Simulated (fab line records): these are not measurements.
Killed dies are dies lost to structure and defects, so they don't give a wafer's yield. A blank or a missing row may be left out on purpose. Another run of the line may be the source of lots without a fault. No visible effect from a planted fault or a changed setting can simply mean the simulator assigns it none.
2 desks, one fault | flow gf180mcu | only its own numbers are on each desk; what lay behind them is given at the end

== FROM THE METROLOGY DESK ==
What the gauges read for every lot (on any tool): the sampled wafers with a number, averaged. If a lot's mean is further than 4 standard deviations from the usual mean, the lot is out of limits and carries the mark OUT (the distance appears in the brackets).
Columns: A = VT_IMPLANT_4_TW at GF_VT_IMPLANT_TW_MEAS_43, usual 687; B = HV_LDD_OVL at GF_HV_LDD_OVL_MEAS_08, usual -0.6 nm; C = HV_LDD_TW at GF_HV_LDD_TW_MEAS_11, usual 2355; D = HV_LDD_RS at GF_HV_LDD_RS_MEAS_53, usual 426.9 ohm/sq
lot  | first seen here | A   | B    | C               | D
L453 | day 8 23:53     | 690 | 0.6  | 2340            | 426.7
L456 | day 9 19:10     | 690 | -0.3 | 2350            | 427.3
L460 | day 10 19:42    | 697 | -2.6 | 2351            | 426.6
L463 | day 11 12:49    | 680 | -2.1 | 2396            | 427.2
L464 | day 11 19:40    | 680 | -0.9 | 2112 (-9.4) OUT | 402.8 (-27) OUT
L465 | day 12 01:24    | 696 | 2.0  | 2357            | 427.2
L468 | day 12 19:58    | 676 | -1.2 | 2141 (-8.2) OUT | 402.6 (-28) OUT
L469 | day 13 01:54    | 676 | -1.2 | 2396            | 427.0
L471 | day 13 12:46    | 693 | -0.8 | 2322            | 427.0
L473 | day 14 00:00    | 671 | 0.5  | 2400            | 426.4
L474 | day 14 09:08    | 699 | 0.1  | 2343            | 427.2
L475 | day 14 11:26    | 692 | -0.5 | 2332            | 427.1
This desk finds L464, L468 out of limits, with the earliest case on L464 at day 14 23:32 (HV_LDD_TW at GF_HV_LDD_TW_MEAS_11). L453, L456, L460, L463, L465, L469, L471, L473, L474, L475: within limits.

== DESK OF THE TOOL OWNER: implanter-04 ==
The tool's own readings at GF_HV_LDD_IMPLANT_09: means of the sampled wafers that have a number, for each lot that ran on this tool. If a lot's mean is further than 4 standard deviations from the usual mean, the lot is out of limits and carries the mark OUT (the distance appears in the brackets).
Columns: A = tilt-deg at GF_HV_LDD_IMPLANT_09, usual 6.997 degrees
lot  | first seen here | A
L456 | day 12 15:11    | 7.006
L460 | day 13 18:17    | 7.007
L464 | day 14 23:18    | -0.010 (-99 or more) OUT
L468 | day 15 22:47    | -0.008 (-99 or more) OUT
This desk finds L464, L468 out of limits, L464 being first, at day 14 23:18 (tilt-deg at GF_HV_LDD_IMPLANT_09). L456, L460: within limits.

== PUT TOGETHER ==
The tool owner's desk had the chance to raise an alarm at day 14 23:18 on L464, L468.
An alarm was possible from the metrology desk at day 14 23:32, on L464, L468.
Of the lots named, all ran GF_HV_LDD_IMPLANT_09 on implanter-04.

== WHAT WAS PUT IN BY THE SIMULATOR ==
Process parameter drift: implanter-04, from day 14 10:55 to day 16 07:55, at GF_HV_LDD_IMPLANT_09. The setting tilt-deg was moved by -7, starting from 7. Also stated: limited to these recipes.
Lots struck among those shown: L464, L468.
Counting hours from when the fault started, the first reading out of limits came at 12 for the tool owner's desk and at 13 for the metrology desk.
